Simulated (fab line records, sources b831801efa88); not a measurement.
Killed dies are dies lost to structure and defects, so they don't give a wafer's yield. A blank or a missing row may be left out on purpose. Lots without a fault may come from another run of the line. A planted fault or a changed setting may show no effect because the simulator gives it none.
Which tool did it? | flow sky130 | 13 lots, 39 wafers sampled, at 4 steps of a route of 708

WHAT THE GAUGES READ, wafer by wafer
SKY_FIELD_ISO_CD_MEAS_13: target cd 150 nm. Usual: cd_nm 149.4 nm, standard deviation 1.8.
lot  | measured    | on        | cd_nm (nm)                        | flag
L817 | day 2 05:34 | cd_sem-02 | 150.7 150.6 151.3                 |
L819 | day 2 13:58 | cd_sem-02 | 149.1 149.8 147.4                 |
L820 | day 2 19:45 | cd_sem-02 | 150.8 150.7 149.0                 |
L821 | day 3 03:19 | cd_sem-02 | 148.8 148.7 149.3                 |
L822 | day 3 07:37 | cd_sem-02 | 151.3 150.2 151.1                 |
L823 | day 3 11:26 | cd_sem-01 | 147.9 148.4 148.9                 |
L825 | day 4 00:29 | cd_sem-01 | 146.0 147.3 146.3                 |
L826 | day 4 03:01 | cd_sem-01 | 151.2 150.4 152.5                 |
L828 | day 4 12:38 | cd_sem-01 | 150.5 151.0 150.8                 |
L832 | day 5 17:17 | cd_sem-01 | 151.1 151.6 151.8                 |
L836 | day 6 06:49 | cd_sem-01 | 87.5 149.2 150.0 87.4 149.2 149.4 | OFF
L837 | day 6 10:46 | cd_sem-02 | 147.8 147.6 149.0                 |
L839 | day 7 01:38 | cd_sem-01 | 148.4 147.4 148.0                 |

SKY_NWELL_OVL_MEAS_10. Usual: NWELL_00_OVL -0.8 nm, standard deviation 1.3.
lot  | measured    | on         | NWELL_00_OVL (nm) | flag
L817 | day 4 15:02 | overlay-01 | 0.3 -2.2 0.0      |
L819 | day 5 02:34 | overlay-02 | 0.1 1.6 0.8       |
L820 | day 5 09:35 | overlay-01 | -1.1 -1.0 0.9     |
L821 | day 5 14:59 | overlay-02 | -1.0 -1.8 -2.9    |
L822 | day 5 20:43 | overlay-02 | -0.1 0.7 -0.2     |
L823 | day 5 21:24 | overlay-02 | -1.3 -0.8 0.7     |
L825 | day 6 12:19 | overlay-01 | -0.6 0.9 1.4      |
L826 | day 6 17:07 | overlay-02 | 0.3 -1.3 0.3      |
L828 | day 7 02:49 | overlay-02 | -1.5 -0.4 -1.3    |
L832 | day 8 18:05 | overlay-01 | 0.1 -1.6 1.7      |
L836 | day 9 04:13 | overlay-01 | -1.6 -0.9         |
L837 | day 9 08:10 | overlay-01 | -1.5 -2.0 -1.0    |
L839 | day 9 21:23 | overlay-01 | -1.0 -1.6 1.2     |

WHICH TOOL RAN EACH LOT (tool, then ch and the chambers of the sampled wafers, then the start)
lot  | SKY_FIELD_ISO_EXPOSE_10          | SKY_FIELD_ISO_ETCH_17
L817 | krf_scanner-01 ch 0, day 1 22:28 | rie_si-02 ch 0,1,3, day 2 05:53
L819 | krf_scanner-02 ch 0, day 2 06:22 | rie_si-01 ch 2,3, day 2 14:17
L820 | krf_scanner-01 ch 0, day 2 12:17 | rie_si-02 ch 1,2,3, day 2 20:02
L821 | krf_scanner-02 ch 0, day 2 20:26 | rie_si-02 ch 1,2,3, day 3 03:37
L822 | krf_scanner-01 ch 0, day 2 23:44 | rie_si-01 ch 0,1,2, day 3 07:55
L823 | krf_scanner-02 ch 0, day 3 03:34 | rie_si-01 ch 0,2,3, day 3 11:44
L825 | krf_scanner-01 ch 0, day 3 16:03 | rie_si-02 ch 0,2,3, day 4 00:47
L826 | krf_scanner-02 ch 0, day 3 18:50 | rie_si-02 ch 1,3, day 4 03:20
L828 | krf_scanner-02 ch 0, day 4 05:01 | rie_si-01 ch 0,3, day 4 12:55
L832 | krf_scanner-01 ch 0, day 5 03:16 | rie_si-01 ch 2,3, day 5 17:37
L836 | krf_scanner-01 ch 0, day 5 22:04 | rie_si-01 ch 1,3, day 6 09:26
L837 | krf_scanner-02 ch 0, day 6 01:38 | rie_si-02 ch 0,2,3, day 6 11:04
L839 | krf_scanner-02 ch 0, day 6 16:19 | rie_si-02 ch 0,1,3, day 7 01:56
- SKY_FIELD_ISO_EXPOSE_10: exposes mask FOM, target cd 150 nm.
- SKY_FIELD_ISO_ETCH_17: etches Si in HBr/Cl2/O2, target depth 342 nm, time 97.7 s.

WHAT THE TOOLS THEMSELVES READ (means of the sampled wafers that have a number; where no wafer has one, the mark that the record gives instead)
SKY_FIELD_ISO_ETCH_17. Usual: O2_flow_sccm 6.002 sccm, standard deviation 0.019; bias_w 150.0 W, standard deviation 0.47; drypump_motor_current_A 5.6 A, standard deviation 0.49; mfc_cl2_sccm 39.99 sccm, standard deviation 0.12; oes_product_au 0.999 a.u., standard deviation 0.0075; throttle_valve_pct 25.657 %, standard deviation 0.011.
lot  | tool      | O2_flow_sccm (sccm) | bias_w (W) | drypump_motor_current_A (A) | mfc_cl2_sccm (sccm) | oes_product_au (a.u.) | throttle_valve_pct (%) | flag
L817 | rie_si-02 | 6.018               | 150.1      | 6.2                         | 39.85               | 0.997                 | 25.656                 |
L819 | rie_si-01 | 5.997               | 149.9      | 5.4                         | 40.01               | 1.002                 | 25.657                 |
L820 | rie_si-02 | 6.007               | 150.0      | 5.8                         | 39.94               | 0.992                 | 25.667                 |
L821 | rie_si-02 | 6.011               | 150.0      | 5.8                         | 40.04               | 0.997                 | 25.663                 |
L822 | rie_si-01 | 5.999               | 149.9      | 5.2                         | 40.08               | 0.996                 | 25.659                 |
L823 | rie_si-01 | 5.982               | 149.8      | 5.3                         | 39.97               | 1.001                 | 25.669                 |
L825 | rie_si-02 | 5.993               | 150.1      | 6.0                         | 39.89               | 0.995                 | 25.646                 |
L826 | rie_si-02 | 5.996               | 150.2      | 6.0                         | 39.99               | 0.999                 | 25.666                 |
L828 | rie_si-01 | 5.969               | 149.8      | 5.1                         | 40.08               | 1.001                 | 25.653                 |
L832 | rie_si-01 | 5.989               | 150.3      | 5.4                         | 40.03               | 1.007                 | 25.651                 |
L836 | rie_si-01 | 6.020               | 149.9      | 5.3                         | 39.95               | 0.996                 | 25.673                 |
L837 | rie_si-02 | 5.994               | 150.1      | 6.0                         | 39.92               | 0.995                 | 25.663                 |
L839 | rie_si-02 | 6.009               | 149.6      | 6.1                         | 40.04               | 0.999                 | 25.646                 |

THE ANSWER, worked out from the rows above alone
Rule: a lot is off if the mean of its wafers that have a number lies more than 3 standard deviations from the usual mean. A lot without any number at a reading at which 4 lots or more have one is off too. The other lots that the step has rows for count as sound. The gauges are gone through in route order, then the tools' own readings, and for those a lot's mean is taken as printed above. The first step at which some lot is off is used, and at that step the reading that is off furthest; a lot without a number counts as furthest.
Off: L836, at SKY_FIELD_ISO_CD_MEAS_13 (cd_nm).
A tool fits if, at a process step before that reading, it ran every lot that is off, and no sound lot after the first of them. The gauges at SKY_FIELD_ISO_CD_MEAS_13 are tried like those tools. One fits: krf_scanner-01 at SKY_FIELD_ISO_EXPOSE_10. Its last sound lot is L832 (day 5 03:16), its first lot that is off L836 (day 5 22:04): a fault that began between those two fits.

WHAT THE SIMULATOR HAD PUT IN
Process parameter drift: krf_scanner-01, from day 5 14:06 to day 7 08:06, at SKY_FIELD_ISO_EXPOSE_10. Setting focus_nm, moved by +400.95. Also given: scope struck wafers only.
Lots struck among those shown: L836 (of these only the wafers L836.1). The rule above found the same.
